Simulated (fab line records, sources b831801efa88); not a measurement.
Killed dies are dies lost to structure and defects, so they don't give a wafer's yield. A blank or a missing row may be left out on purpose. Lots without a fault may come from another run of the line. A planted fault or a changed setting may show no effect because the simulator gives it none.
Chamber matching | flow sfq_line | SFQ_TRILAYER_I4_VIA_ETCH_VIA_ETCH_106 on rie_diel-02: 4 sister chambers
The step etches SiO2 in CHF3, stops on Nb, target depth 260 nm. 15 wafers are shown with their chamber, then 7 later ones without.

WAFERS WITH THEIR CHAMBER
wafer  | chamber | drypump_motor_current_A (A) | oes_product_au (a.u.)
L716.1 | 1       | 5.0                         | 0.848
L716.5 | 2       | 6.0                         | 0.848
L716.6 | 1       | 5.0                         | 0.853
L720.4 | 0       | 5.6                         | 0.852
L723.1 | 1       | 5.0                         | 0.855
L723.3 | 1       | 5.0                         | 0.858
L723.6 | 1       | 4.9                         | 0.857
L725.3 | 3       | 5.5                         | 0.861
L725.4 | 1       | 5.0                         | 0.869
L725.6 | 1       | 5.0                         | 0.870
L726.1 | 2       | 6.0                         | 0.862
L726.5 | 3       | 5.5                         | 0.849
L726.6 | 2       | 6.0                         | 0.855
L728.1 | 1       | 5.0                         | 0.854
L728.3 | 2       | 6.0                         | 0.853

SIGNATURES (means of the wafers above)
reading                 | chamber 0 | chamber 1 | chamber 2 | chamber 3 | scatter within a chamber
drypump_motor_current_A | 5.600     | 4.987     | 6.000     | 5.500     | 0.0282
oes_product_au          | 0.85200   | 0.85800   | 0.85450   | 0.85500   | 0.00732
Rule: a wafer's distance from a chamber is the root of the sum, over the readings, of the square of ((its reading less the chamber's mean) divided by the reading's scatter). The wafer belongs to the nearest chamber; if the next one is less than 2 further off, it can't be placed. The scatter: the root of (the sum of the squares of (reading less its chamber's mean) over the shown wafers, divided by (wafers less chambers)).

WAFERS WITHOUT THEIR CHAMBER
wafer  | drypump_motor_current_A (A) | oes_product_au (a.u.)
L728.4 | 5.6                         | 0.854
L731.1 | 5.0                         | 0.853
L731.4 | 6.0                         | 0.851
L731.5 | 5.0                         | 0.854
L733.1 | 6.0                         | 0.861
L733.3 | 5.6                         | 0.866
L733.5 | 6.0                         | 0.851

WHICH CHAMBER EACH WENT THROUGH
wafer  | from the rows above     | in truth
L728.4 | 0                       | 0
L731.1 | 1                       | 1
L731.4 | 2                       | 2
L731.5 | 1                       | 1
L733.1 | 2                       | 2
L733.3 | can't be placed: 0 or 3 | 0
L733.5 | 2                       | 2
Placed correctly: 6 of 7. Can't be placed from these rows: 1 (the true chamber is among the candidates in 1). Placed wrongly: 0.
